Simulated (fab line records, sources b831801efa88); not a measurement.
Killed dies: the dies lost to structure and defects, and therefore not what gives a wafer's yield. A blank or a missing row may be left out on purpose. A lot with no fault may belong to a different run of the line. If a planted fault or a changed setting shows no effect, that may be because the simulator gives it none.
fab line records ; flow sky130
[record] lots = 11; wafers = 33; last_day = 50
route steps=708 shown NWELL@34 VT_ADJUST_NCORE@129 VT_ADJUST_HVTR@141 VT_ADJUST_PCH@153 SONOS_TUNNEL@166
lots that met no fault: from a run of the same line without faults
start_h: the number of hours between the record's first day and the start of the first shown wafer of the lot ; wait_h: hours elapsed since this lot's preceding step ; " unchanged from the row above ; L1.1+2: one row covering several wafers at once ; - value missing, or start not given ; * or withheld: withheld ; < > ~ a bound
route shown NAME@n: names a module that has steps shown in the file, with the first one's number in the route ; usual: average and standard deviation across the fault-free wafers ; same: alike in all rows ; chamber/n: place in a boat ; sites: the reading at each site ; _std_site: the standard deviation of these ; _edge_site: outer sites' mean less inner sites' ; radius_mm: for every site, how far away it sits from the centre of the wafer ; mask NAME#n: copy n ; behind: the most recent tool/chamber to have shaped the wafer ; hold: what put the lot on hold/how long, in hours/how the hold closed ; device: whichever transistor did not switch (one of n, p or np) ; end of line: at the end of the route, the tests of the same wafers ; for a step that has no rows: nothing shown but its recipe ; killed: count of dies lost to structure and defects at first sort (not the wafer's yield) ; map: a wafer's dies, x killed, . not, _ none there
set.NAME: the setting as run; set.NAME@STEP: as run at that earlier step ; model.NAME: the simulator's own value behind a step, which no gauge read
steps of the route over a sample of lots; a table a step, a row a wafer
services: from which hour (start_h, from the record's first day; less than 0 if before it) a tool's chamber was out of use, for how many hours, and why
[[steps]]
[step SKY_NWELL_THK_MEAS_02]
[recipe] reads = SiO2_of_NWELL_OXIDATION_01
[usual] NWELL_OXIDATION_THK = 10.11/0.21
lot.wafer;tool;chamber;start_h;wait_h;NWELL_OXIDATION_THK[nm]
L805.1;film_metro-03;-;37.86;0.0;9.61
L805.2;film_metro-03;-;37.86;0.0;9.53
L805.5;film_metro-03;-;37.86;0.0;9.83
L806.3;film_metro-02;-;38.79;0.0;10.15
L806.5;film_metro-02;-;38.79;0.0;10.27
L806.6;film_metro-02;-;38.79;0.0;10.43
L812.2;film_metro-02;-;77.24;0.0;9.98
L812.3;film_metro-02;-;77.24;0.0;10.11
L812.5;film_metro-02;-;77.24;0.0;10.16
L816.3;film_metro-03;-;95.59;0.0;9.92
L816.4;film_metro-03;-;95.59;0.0;9.87
L816.6;film_metro-03;-;95.59;0.0;9.89
L817.2;film_metro-01;-;99.71;0.0;10.33
L817.5;film_metro-01;-;99.71;0.0;10.29
L817.6;film_metro-01;-;99.71;0.0;10.35
L818.1;film_metro-03;-;105.68;0.0;10.14
L818.2;film_metro-03;-;105.68;0.0;10.08
L818.4;film_metro-03;-;105.68;0.0;10.06
L819.1;film_metro-03;-;115.46;0.0;10.41
L819.3;film_metro-03;-;115.46;0.0;10.33
L819.6;film_metro-03;-;115.46;0.0;10.34
L820.4;film_metro-02;-;115.49;0.0;9.82
L820.5;film_metro-02;-;115.49;0.0;9.76
L820.6;film_metro-02;-;115.49;0.0;9.93
L822.4;film_metro-02;-;125.76;0.0;10.19
L822.5;film_metro-02;-;125.76;0.0;10.07
L822.6;film_metro-02;-;125.76;0.0;10.23
L823.4;film_metro-01;-;128.13;0.0;9.76
L823.5;film_metro-01;-;128.13;0.0;9.69
L823.6;film_metro-01;-;128.13;0.0;9.84
L828.3;film_metro-03;-;157.80;0.0;10.23
L828.4;film_metro-03;-;157.80;0.0;10.17
L828.5;film_metro-03;-;157.80;0.0;10.17
[step SKY_VT_ADJUST_NCORE_STRIP_10]
[recipe] chemistry = O2/N2; power_w = 1400; pressure_mtorr = 1500; platen_temp_c = withheld; o2_flow_sccm = 3000; n2_flow_sccm = 300; overash_fraction = 0.5
[usual] chamber_pressure_mTorr = 1499.9/1.3; drypump_motor_current_A = 5.9/0.5; oes_product_au = 0.715/0.0044; strip_time_to_endpoint_s = 14.16/0.054
lot.wafer;tool;chamber;start_h;wait_h;chamber_pressure_mTorr;drypump_motor_current_A;oes_product_au;rf_hours_counter_h;strip_time_to_endpoint_s
L805.1;plasma_asher-03;0;182.70;0.1;1499.8;5.0;0.717;6;14.20
L805.2;plasma_asher-03;1;182.70;0.1;1497.5;6.0;0.718;6;14.19
L805.5;plasma_asher-03;1;182.70;0.1;1501.9;6.0;0.715;-;14.14
L806.3;plasma_asher-01;0;183.11;0.1;1499.3;5.6;0.719;-;14.16
L806.5;plasma_asher-01;0;183.11;0.1;1501.8;5.6;0.713;-;14.12
L806.6;plasma_asher-01;1;183.11;0.1;1500.8;6.5;0.720;-;14.12
L812.2;plasma_asher-04;1;237.07;0.1;1501.1;6.3;0.721;57;14.12
L812.3;plasma_asher-04;1;237.07;0.1;1499.1;6.3;0.727;-;14.09
L812.5;plasma_asher-04;0;237.07;0.1;1499.3;5.3;0.720;-;14.07
L816.3;plasma_asher-01;1;263.41;0.1;-;-;-;-;-
L816.4;plasma_asher-01;0;263.41;0.1;-;-;-;-;-
L816.6;plasma_asher-01;1;263.41;0.1;-;-;-;-;-
L817.2;plasma_asher-01;0;267.55;0.1;-;-;-;-;-
L817.5;plasma_asher-01;0;267.55;0.1;-;-;-;-;-
L817.6;plasma_asher-01;1;267.55;0.1;-;-;-;-;-
L818.1;plasma_asher-01;0;278.22;0.1;1499.5;5.6;0.708;55;14.11
L818.2;plasma_asher-01;1;278.22;0.1;1498.2;6.5;0.716;55;14.15
L818.4;plasma_asher-01;0;278.22;0.1;1498.5;5.6;0.711;-;14.07
L820.4;plasma_asher-01;0;292.43;0.1;1499.4;5.6;0.719;-;14.16
L820.5;plasma_asher-01;1;292.43;0.1;1500.4;6.5;0.725;-;14.16
L820.6;plasma_asher-01;0;292.43;0.1;1500.2;5.6;0.714;-;14.22
L819.1;plasma_asher-03;0;292.70;0.1;1501.5;5.0;0.714;17;14.14
L819.3;plasma_asher-03;0;292.70;0.1;1498.7;5.0;0.716;-;14.15
L819.6;plasma_asher-03;1;292.70;0.1;1500.3;6.0;0.713;-;14.15
L822.4;plasma_asher-01;0;305.66;0.1;1501.6;5.6;0.710;-;14.16
L822.5;plasma_asher-01;1;305.66;0.1;1498.4;6.4;0.715;-;14.13
L822.6;plasma_asher-01;0;305.66;0.1;1498.5;5.6;0.719;-;14.10
L823.4;plasma_asher-01;1;307.61;0.1;1502.8;6.4;0.714;-;14.23
L823.5;plasma_asher-01;0;307.61;0.1;1499.6;5.6;0.714;-;14.27
L823.6;plasma_asher-01;1;307.61;0.1;1501.2;6.5;0.717;-;14.30
L828.3;plasma_asher-01;0;348.81;0.1;1497.6;5.6;0.717;-;14.18
L828.4;plasma_asher-01;1;348.81;0.1;1499.6;6.4;0.715;-;14.20
L828.5;plasma_asher-01;0;348.81;0.1;1499.0;5.6;0.720;-;14.20
[step SKY_VT_ADJUST_HVTR_STRIP_10]
[recipe] chemistry = O2/N2; power_w = 1400; pressure_mtorr = 1500; platen_temp_c = withheld; o2_flow_sccm = 3000; n2_flow_sccm = 300; overash_fraction = 0.5
[usual] chamber_pressure_mTorr = 1499.9/1.4; drypump_motor_current_A = 5.9/0.54; oes_product_au = 0.716/0.0047; strip_time_to_endpoint_s = 14.18/0.043
lot.wafer;tool;chamber;start_h;wait_h;chamber_pressure_mTorr;drypump_motor_current_A;oes_product_au;rf_hours_counter_h;strip_time_to_endpoint_s
L805.1;plasma_asher-01;0;204.34;0.1;1498.2;5.6;0.713;49;14.16
L805.2;plasma_asher-01;1;204.34;0.1;1501.2;6.4;0.715;49;14.22
L805.5;plasma_asher-01;1;204.34;0.1;1500.4;6.4;0.713;-;14.18
L806.3;plasma_asher-04;1;204.68;0.1;1499.9;6.3;0.713;-;14.16
L806.5;plasma_asher-04;1;204.68;0.1;1499.7;6.3;0.708;-;14.14
L806.6;plasma_asher-04;0;204.68;0.1;1498.3;5.3;0.719;-;14.18
L812.2;plasma_asher-01;1;260.84;0.1;1501.0;6.4;0.725;54;14.09
L812.3;plasma_asher-01;0;260.84;0.1;1498.4;5.6;0.714;-;14.16
L812.5;plasma_asher-01;0;260.84;0.1;1501.1;5.6;0.718;-;14.16
L816.3;plasma_asher-02;1;287.99;0.1;1500.9;6.6;0.714;-;31.17
L816.4;plasma_asher-02;0;287.99;0.1;1502.9;5.3;0.725;-;31.16
L816.6;plasma_asher-02;1;287.99;0.1;1499.3;6.6;0.715;-;31.11
L817.2;plasma_asher-01;0;293.24;0.1;1498.6;5.6;0.715;57;31.30
L817.5;plasma_asher-01;0;293.24;0.1;1501.3;5.6;0.721;-;31.28
L817.6;plasma_asher-01;1;293.24;0.1;1501.2;6.5;0.716;-;31.28
L818.1;plasma_asher-02;0;303.20;0.1;1501.5;5.3;0.708;50;14.17
L818.2;plasma_asher-02;1;303.20;0.1;1498.5;6.6;0.724;50;14.18
L818.4;plasma_asher-02;1;303.20;0.1;1500.8;6.6;0.704;-;14.21
L820.4;plasma_asher-04;1;318.28;0.1;1502.2;6.2;0.718;-;14.15
L820.5;plasma_asher-04;0;318.28;0.1;1498.9;5.4;0.719;-;14.18
L820.6;plasma_asher-04;1;318.28;0.1;1496.9;6.2;0.717;-;14.20
L819.1;plasma_asher-02;1;318.94;0.1;1502.2;6.6;0.717;52;14.19
L819.3;plasma_asher-02;1;318.94;0.1;1499.2;6.7;0.715;-;14.20
L819.6;plasma_asher-02;1;318.94;0.1;1500.2;6.6;0.720;-;14.18
L822.4;plasma_asher-01;1;331.16;0.1;1500.3;6.4;0.714;-;14.22
L822.5;plasma_asher-01;1;331.16;0.1;1499.0;6.4;0.715;-;14.20
L822.6;plasma_asher-01;0;331.16;0.1;1499.1;5.6;0.717;-;14.20
L823.4;plasma_asher-02;0;334.18;0.1;1499.6;5.3;0.716;-;14.20
L823.5;plasma_asher-02;1;334.18;0.1;1499.6;6.6;0.722;-;14.18
L823.6;plasma_asher-02;0;334.18;0.1;1501.4;5.3;0.711;-;14.14
L828.3;plasma_asher-04;0;377.73;0.1;1498.7;5.3;0.716;-;14.13
L828.4;plasma_asher-04;1;377.73;0.1;1503.0;6.2;0.715;-;14.13
L828.5;plasma_asher-04;0;377.73;0.1;1500.5;5.4;0.717;-;14.13
[step SKY_VT_ADJUST_HVTR_TW_MEAS_11]
[usual] VT_ADJUST_HVTR_TW = 209.8/1.9
lot.wafer;tool;chamber;start_h;wait_h;hold;VT_ADJUST_HVTR_TW
L805.1;film_metro-02;-;204.44;0.1;-;206.5
L805.2;film_metro-02;-;204.44;0.1;-;206.7
L805.5;film_metro-02;-;204.44;0.1;-;206.9
L806.3;film_metro-02;-;204.76;0.1;-;207.4
L806.5;film_metro-02;-;204.76;0.1;-;206.7
L806.6;film_metro-02;-;204.76;0.1;-;207.0
L812.2;film_metro-01;-;260.95;0.1;-;212.1
L812.3;film_metro-01;-;260.95;0.1;-;211.2
L812.5;film_metro-01;-;260.95;0.1;-;211.2
L816.3;film_metro-01;-;288.07;0.1;await_dispo/0.2h/release;30.0
L816.4;film_metro-01;-;288.07;0.1;await_dispo/0.2h/release;30.1
L816.6;film_metro-01;-;288.07;0.1;await_dispo/0.2h/release;30.0
L816.3;film_metro-01;-;288.30;0.2;-;29.9
L816.4;film_metro-01;-;288.30;0.2;-;30.1
L816.6;film_metro-01;-;288.30;0.2;-;29.9
L817.2;film_metro-01;-;293.35;0.1;await_dispo/0.2h/release;30.0
L817.5;film_metro-01;-;293.35;0.1;await_dispo/0.2h/release;30.2
L817.6;film_metro-01;-;293.35;0.1;await_dispo/0.2h/release;30.1
L817.2;film_metro-01;-;293.58;0.2;-;29.9
L817.5;film_metro-01;-;293.58;0.2;-;29.7
L817.6;film_metro-01;-;293.58;0.2;-;30.0
L818.1;film_metro-02;-;303.30;0.1;-;207.9
L818.2;film_metro-02;-;303.30;0.1;-;208.4
L818.4;film_metro-02;-;303.30;0.1;-;207.6
L820.4;film_metro-03;-;318.38;0.1;-;210.9
L820.5;film_metro-03;-;318.38;0.1;-;210.7
L820.6;film_metro-03;-;318.38;0.1;-;210.6
L819.1;film_metro-02;-;319.04;0.1;-;206.1
L819.3;film_metro-02;-;319.04;0.1;-;206.1
L819.6;film_metro-02;-;319.04;0.1;-;207.0
L822.4;film_metro-01;-;331.28;0.1;-;212.1
L822.5;film_metro-01;-;331.28;0.1;-;212.1
L822.6;film_metro-01;-;331.28;0.1;-;211.6
L823.4;film_metro-01;-;334.27;0.1;-;211.1
L823.5;film_metro-01;-;334.27;0.1;-;212.7
L823.6;film_metro-01;-;334.27;0.1;-;213.4
L828.3;film_metro-03;-;377.81;0.1;-;210.0
L828.4;film_metro-03;-;377.81;0.1;-;209.6
L828.5;film_metro-03;-;377.81;0.1;-;210.8
[step SKY_VT_ADJUST_PCH_TW_MEAS_10]
[usual] VT_ADJUST_PCH_TW = 142.2/1.6
lot.wafer;tool;chamber;start_h;wait_h;VT_ADJUST_PCH_TW
L805.1;film_metro-02;-;226.87;0.1;140.9
L805.2;film_metro-02;-;226.87;0.1;140.6
L805.5;film_metro-02;-;226.87;0.1;141.7
L806.3;film_metro-01;-;227.59;0.1;143.3
L806.5;film_metro-01;-;227.59;0.1;143.2
L806.6;film_metro-01;-;227.59;0.1;143.7
L812.2;film_metro-04;-;285.29;0.1;143.5
L812.3;film_metro-04;-;285.29;0.1;142.9
L812.5;film_metro-04;-;285.29;0.1;143.2
L818.1;film_metro-02;-;329.47;0.1;139.5
L818.2;film_metro-02;-;329.47;0.1;139.6
L818.4;film_metro-02;-;329.47;0.1;139.4
L820.4;film_metro-01;-;345.05;0.1;143.3
L820.5;film_metro-01;-;345.05;0.1;143.6
L820.6;film_metro-01;-;345.05;0.1;143.6
L819.1;film_metro-04;-;345.90;0.1;143.6
L819.3;film_metro-04;-;345.90;0.1;143.5
L819.6;film_metro-04;-;345.90;0.1;143.2
L822.4;film_metro-04;-;359.00;0.1;141.8
L822.5;film_metro-04;-;359.00;0.1;142.6
L822.6;film_metro-04;-;359.00;0.1;142.7
L823.4;film_metro-02;-;362.13;0.1;140.7
L823.5;film_metro-02;-;362.13;0.1;139.8
L823.6;film_metro-02;-;362.13;0.1;139.6
L828.3;film_metro-02;-;406.92;0.1;141.3
L828.4;film_metro-02;-;406.92;0.1;141.5
L828.5;film_metro-02;-;406.92;0.1;141.6
[step SKY_SONOS_TUNNEL_TW_MEAS_12]
[usual] SONOS_TUNNEL_TW = 198.1/1.2
lot.wafer;tool;chamber;start_h;wait_h;SONOS_TUNNEL_TW
L805.1;film_metro-03;-;250.71;0.0;197.1
L805.2;film_metro-03;-;250.71;0.0;196.6
L805.5;film_metro-03;-;250.71;0.0;196.9
L806.3;film_metro-01;-;251.34;0.0;199.0
L806.5;film_metro-01;-;251.34;0.0;197.8
L806.6;film_metro-01;-;251.34;0.0;198.7
L812.2;film_metro-04;-;310.99;0.0;197.6
L812.3;film_metro-04;-;310.99;0.0;196.6
L812.5;film_metro-04;-;310.99;0.0;197.0
L818.1;film_metro-04;-;357.46;0.0;198.9
L818.2;film_metro-04;-;357.46;0.0;197.4
L818.4;film_metro-04;-;357.46;0.0;197.1
L820.4;film_metro-04;-;373.96;0.0;200.0
L820.5;film_metro-04;-;373.96;0.0;200.5
L820.6;film_metro-04;-;373.96;0.0;199.4
L819.1;film_metro-03;-;374.83;0.0;195.7
L819.3;film_metro-03;-;374.83;0.0;196.0
L819.6;film_metro-03;-;374.83;0.0;196.9
L822.4;film_metro-03;-;388.21;0.0;197.8
L822.5;film_metro-03;-;388.21;0.0;196.1
L822.6;film_metro-03;-;388.21;0.0;197.5
L823.4;film_metro-04;-;390.59;0.0;200.0
L823.5;film_metro-04;-;390.59;0.0;199.8
L823.6;film_metro-04;-;390.59;0.0;200.2
L828.3;film_metro-03;-;438.05;0.0;198.9
L828.4;film_metro-03;-;438.05;0.0;199.6
L828.5;film_metro-03;-;438.05;0.0;198.3
[[services]]
tool;chamber;start_h;hours;kind
plasma_asher-01;-;171.03;2.8;pm
plasma_asher-04;-;182.90;10.3;pm
plasma_asher-03;-;192.72;4.5;repair
plasma_asher-01;-;212.75;12.0;repair
plasma_asher-03;-;234.28;2.2;repair
plasma_asher-04;-;280.07;2.8;pm
plasma_asher-04;-;307.58;1.6;repair
plasma_asher-03;-;327.96;13.8;repair
plasma_asher-04;-;365.85;0.3;repair
[[key]]
[first_sign] step = SKY_VT_ADJUST_NCORE_STRIP_10; reading = tool_record; direction = missing
[effect] step = SKY_VT_ADJUST_HVTR_STRIP_10; reading = strip_time_to_endpoint_s; direction = up; sigmas = 99+; usual = *; struck = *
[effect] step = SKY_VT_ADJUST_HVTR_TW_MEAS_11; reading = visit; direction = added
[effect] step = SKY_VT_ADJUST_HVTR_TW_MEAS_11; reading = VT_ADJUST_HVTR_TW; direction = down; sigmas = 95; usual = 209.8; struck = 30.1
met_at SKY_VT_ADJUST_NCORE_STRIP_10
struck_lots L816,L817
scrapped_behind SKY_VT_ADJUST_HVTR_TW_MEAS_11 L816.3,L816.4,L816.6,L817.2,L817.5,L817.6
not_acting_at SKY_NWELL_THK_MEAS_02,SKY_VT_ADJUST_PCH_TW_MEAS_10,SKY_SONOS_TUNNEL_TW_MEAS_12
onset_between 183.11 263.41
[fault] kind = skipped_step_whole; tool = plasma_asher-01; chamber = -; onset_h = 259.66; steps = SKY_VT_ADJUST_NCORE_STRIP_10; scope = struck_lots_only
